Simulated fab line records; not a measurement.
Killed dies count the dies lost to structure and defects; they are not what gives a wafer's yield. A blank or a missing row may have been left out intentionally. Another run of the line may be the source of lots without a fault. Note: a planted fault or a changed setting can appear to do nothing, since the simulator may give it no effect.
The tool behind it: which one? ; flow sfqLine ; at 1 step of a route of 325, 14 lots with 42 wafers sampled

== WHAT THE GAUGES READ, wafer by wafer ==
Not one reading of a measure or inspect step in the record can be checked against a usual standard deviation.

== TOOL THAT RAN EACH LOT (tool first, then ch and the chambers of the sampled wafers, then the start) ==
lot;SFQ_TRILAYER_M4_BARC_OPEN_METAL_ETCH_123
L661;rieMetal-03 ch 1, day 44 21:37
L663;rieMetal-02 ch 0,1, day 45 00:02
L664;rieMetal-02 ch 0,1, day 45 02:31
L665;rieMetal-04 ch 0,1, day 45 15:43
L666;rieMetal-04 ch 0,1, day 45 23:26
L667;rieMetal-03 ch 1, day 46 03:15
L669;rieMetal-03 ch 1, day 46 20:20
L670;rieMetal-04 ch 0,1, day 47 02:13
L671;rieMetal-03 ch 0,1, day 47 10:47
L679;rieMetal-04 ch 0,1, day 55 06:04
L680;rieMetal-04 ch 0,1, day 56 11:16
L681;rieMetal-03 ch 0,1, day 57 01:48
L682;rieMetal-03 ch 0,1, day 57 07:49
L683;rieMetal-03 ch 0, day 57 15:00
- SFQ_TRILAYER_M4_BARC_OPEN_METAL_ETCH_123: etches BARC in O2, target depth 125 nm, time 41.7 s.

== AS READ BY THE TOOLS THEMSELVES (means over the sampled wafers that have a number; for cases with no such wafer, the mark the record gives instead) ==
SFQ_TRILAYER_M4_BARC_OPEN_METAL_ETCH_123. Usual: biasW 79.98 W, standard deviation 0.23; chamberPressureMTorr 10.001 mTorr, standard deviation 0.0087; drypumpMotorCurrentA 5.87 A, standard deviation 0.25; oesProductAu 0.685 a.u., standard deviation 0.0043.
lot;tool;biasW (W);chamberPressureMTorr (mTorr);drypumpMotorCurrentA (A);oesProductAu (a.u.);flag
L661;rieMetal-03;79.88;10.006;5.72;0.688;
L663;rieMetal-02;79.99;10.002;5.74;0.685;
L664;rieMetal-02;80.10;9.998;6.03;0.684;
L665;rieMetal-04;80.12;9.998;6.04;0.683;
L666;rieMetal-04;79.91;10.001;5.92;0.687;
L667;rieMetal-03;80.09;10.019;5.73;0.682;
L669;rieMetal-03;91.02;10.002;5.74;0.688;OFF
L670;rieMetal-04;80.09;10.006;5.90;0.685;
L671;rieMetal-03;91.05;9.997;5.82;0.682;OFF
L679;rieMetal-04;80.01;9.999;5.90;0.684;
L680;rieMetal-04;79.81;9.995;6.03;0.683;
L681;rieMetal-03;80.08;10.003;5.85;0.683;
L682;rieMetal-03;80.00;9.998;5.88;0.682;
L683;rieMetal-03;79.84;10.007;5.92;0.688;

== THE ANSWER, worked out from the rows above alone ==
Rule: a lot counts as off when the mean over its wafers that have a number is more than 3 standard deviations away from the usual mean. Also off: a lot with no number at a reading for which 4 or more lots have one. Where the step has rows for the other lots, those lots are counted as sound. After the gauges, taken in route order, come the tools' own readings; for these a lot's mean is taken, as printed above. The first step at which some lot is off is used, and at that step the reading that is off furthest; a lot without a number counts as furthest.
Off: L669, L671, at SFQ_TRILAYER_M4_BARC_OPEN_METAL_ETCH_123 (biasW).
A tool fits if, at that step or a process step before it, it ran every lot that is off, and no sound lot after the first of them. No candidate that was tried fits.

== WHAT THE SIMULATOR PUT IN ==
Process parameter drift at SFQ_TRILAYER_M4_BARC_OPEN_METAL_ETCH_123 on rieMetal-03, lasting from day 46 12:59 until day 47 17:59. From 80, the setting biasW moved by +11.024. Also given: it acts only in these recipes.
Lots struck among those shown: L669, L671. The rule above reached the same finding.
